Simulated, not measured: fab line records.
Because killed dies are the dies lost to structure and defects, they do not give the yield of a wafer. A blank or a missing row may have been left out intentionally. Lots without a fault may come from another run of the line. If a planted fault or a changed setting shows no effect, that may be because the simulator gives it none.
Problem report, 8D (eight disciplines) form, completed by code    flow sky130    the parts of the form that need people (team, actions taken, sign-off) are left out

1. PROBLEM STATEMENT
At SKY_METAL1_SPUTTER_01, cathode-dc-power-W averages 8745.7 W over 6 wafers from 2 lots, while fault-free wafers read 6499.9 W, standard deviation 1.1. So: +99 or more standard deviations from the usual mean.
The step: material TiN, target thk 20 nm, time 16.7 s.
Earliest sighting: wafer L448.1 on pvd-sputter-01 at day 32 17:08. At this step, 18 wafers from 6 lots have a number in the record. Rule for "out", or "out of limits": more than 4 standard deviations from the usual mean. Any other wafer with a number is counted as sound.

2. WHAT IT IS; WHAT IT IS NOT
question                     is                      is not
which readings at this step  cathode-dc-power-W      throttle-valve-pct
which lots                   L448, L449              L445, L459, L465, L466
which wafers of those lots   all that have a number  -
read on which tools          pvd-sputter-01          pvd-sputter-02, pvd-sputter-04
when                         from day 32 17:08       up to then (3 sound wafers); but 9 sound wafers of L459, L465, L466 came after

3. THE SUSPECTS, EACH WITH WHAT RULES IT OUT
Counting: a tool at any process step up to the reading remains a suspect when it ran all the lots that are out and ran no sound lot after the first of those.
- plasma-asher-03 at SKY_CONTACT_STRIP_19 (strips in O2/N2): kept. It processed each lot that is out, first L448 at day 32 15:50, and no sound lot thereafter; up to then, the last sound lot it processed was L445 at day 31 14:37.
- pvd-sputter-01 at SKY_METAL1_SPUTTER_01 (material TiN, target thk 20 nm, time 16.7 s): ruled out as a lasting fault. The sound lots L465 went through it after L448, its earliest lot that is out (day 32 17:08).
Remaining after the count: plasma-asher-03 at SKY_CONTACT_STRIP_19.

4. THE CAUSE (what the simulator had put in)
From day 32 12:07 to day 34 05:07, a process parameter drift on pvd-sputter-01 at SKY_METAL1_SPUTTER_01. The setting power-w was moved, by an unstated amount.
Counting ruled it out, wrongly.

5. SEQUENCE OF EFFECTS, ordered by route
One row per reading whose mean, taken over the struck wafers that have a number, lies over 3 standard deviations from the usual. Only readings whose record carries a usual standard deviation are examined. hours: median over the lots of the time between each lot's start at the first step of this table that gives one and its start at this step. sigmas: the change, counted in usual standard deviations.
hours  step                   reading             usual     on struck wafers  change   sigmas
0      SKY_METAL1_SPUTTER_01  cathode-dc-power-W  6499.9 W  8745.7            +2245.8  +99 or more
Process steps it contains:
- SKY_METAL1_SPUTTER_01: material TiN, target thk 20 nm, time 16.7 s.

6. HOW IT WOULD HAVE BEEN CAUGHT EARLIER
First out-of-limits reading in this record: day 32 17:08, which is 5 hours after fault onset at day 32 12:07.
